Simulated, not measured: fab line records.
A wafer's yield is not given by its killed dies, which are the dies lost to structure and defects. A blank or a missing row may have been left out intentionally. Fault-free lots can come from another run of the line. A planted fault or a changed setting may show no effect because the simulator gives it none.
Comparing a struck lot with a sound one	flow sky130	23 out of 708 route steps
Sound: wafers L441.1, L441.2, L441.6. The struck wafers were L429.1, L429.2, L429.6. The cause is named last.
Order at every step that has rows: each side's tool, ch and its chambers, its first start. Under that, the readings that differ: sound wafers	struck wafers	difference of the means	sigmas: that difference in standard deviations of wafers without a fault.
alike: words and numbers the same on both sides, and readings whose means are apart by under 2 such deviations; not compared: readings that were withheld, readings missing a value for some wafer, numbers with overlapping values and no deviation given by the record, and bounds like >300 which may hide the same value.
Wherever a step has rows on one side only, a row that says differs or no value, or a row with sigmas, the two part there. Numbers that don't overlap but have no deviation are shown without sigmas and don't part them. A reading that every wafer of one side lacks parts them only if that side has two wafers or more.

first, 1 step without rows for these wafers: SKY_POLY_GATE_OXIDATION_20 (stabilise 600 s, purge 300 s, target thk 4 nm).
SKY_POLY_GATE_THK_MEAS_21:
  struck on filmMetro-02, day 19 19:09; sound on filmMetro-02, day 23 20:51
  alike: POLY_GATE_OXIDATION_THK
SKY_POLY_GATE_CD_MEAS_22:
  struck on cdSem-01, day 19 19:13; sound on cdSem-01, day 23 20:55
  alike: cdNm
then, 7 steps without rows for these wafers: SKY_LDD_N_DEHYDRATE_00 (time 60 s); SKY_LDD_N_HMDS_01 (prime time 60 s); SKY_LDD_N_COAT_02 (resist thk 300 nm); SKY_LDD_N_SOFTBAKE_03 (time 60 s); SKY_LDD_N_EXPOSE_04 (exposes mask NTM, target cd 840 nm); SKY_LDD_N_PEB_05; SKY_LDD_N_DEVELOP_06 (develop time 60 s).
SKY_LDD_N_OVL_MEAS_07:
  struck on overlay-02, day 21 02:03; sound on overlay-01, day 25 02:59
  alike: LDD_N_OVL
then, 1 step without rows for these wafers: SKY_LDD_N_IMPLANT_08.
SKY_LDD_N_IMPLANT_09:
  sound on implanter-04 ch 0, day 25 03:10; struck on implanter-02 ch 0, day 21 02:33
then, 6 steps without rows for these wafers: SKY_LDD_N_IMPLANT_10; SKY_LDD_N_IMPLANT_11; SKY_LDD_N_IMPLANT_12; SKY_LDD_N_IMPLANT_13; SKY_LDD_N_IMPLANT_14; SKY_LDD_N_IMPLANT_15.
SKY_LDD_N_STRIP_16: strips in O2/N2.
  sound on plasmaAsher-04 ch 0,1, day 25 04:13; struck on plasmaAsher-01 ch 0,1, day 21 03:36
reading	sound	struck	difference	sigmas
stripTimeToEndpointS (s)	4.310 4.332 4.326	4.543 4.550 4.553	+0.226	+13
  alike: drypumpMotorCurrentA, n2FlowSccm, oesProductAu
  not compared: rfHoursCounterH
SKY_LDD_N_TW_MEAS_17:
  struck on filmMetro-04, day 21 04:00; sound on filmMetro-01, day 25 04:19
reading	sound	struck	difference	sigmas
LDD_N_TW	2578 2586 2573	2746 2769 2751	+176	+6
then, 1 step without rows for these wafers: SKY_LDD_P_DEHYDRATE_00 (time 60 s).
-- the record jumps here: 27 days lie between the struck wafers' starts before and after (it left off in module LDD_P and takes up again in module PAD_OPEN, whose first step shown is number 708 of the route) --
SKY_PAD_OPEN_PROBE_99:
  struck on prober-01, day 48 02:21; sound on prober-01, day 50 14:39
reading	sound	struck	difference	sigmas
model.etest.tipN.rsOhmSq	440.7 442.7 439	381.6 381 379.9	-60.0	
model.etest.nfet_01v8_swapped.vtSatV (V)	0.6733 0.6694 0.665	0.6437 0.6393 0.631	-0.0312	
  alike: killed_at_M0_to_M3, killed_at_M4_up, killedAtContacts, killedAtFrontEnd, killedAtOther, killedDies, killedOpen, killedShort

== WHERE THEY PART ==
Last at SKY_LDD_N_TW_MEAS_17 as far as this record goes, first at SKY_LDD_N_STRIP_16. Later steps at which nothing parts them and some readings are alike: SKY_PAD_OPEN_PROBE_99.

WHY: the cause the simulator had injected
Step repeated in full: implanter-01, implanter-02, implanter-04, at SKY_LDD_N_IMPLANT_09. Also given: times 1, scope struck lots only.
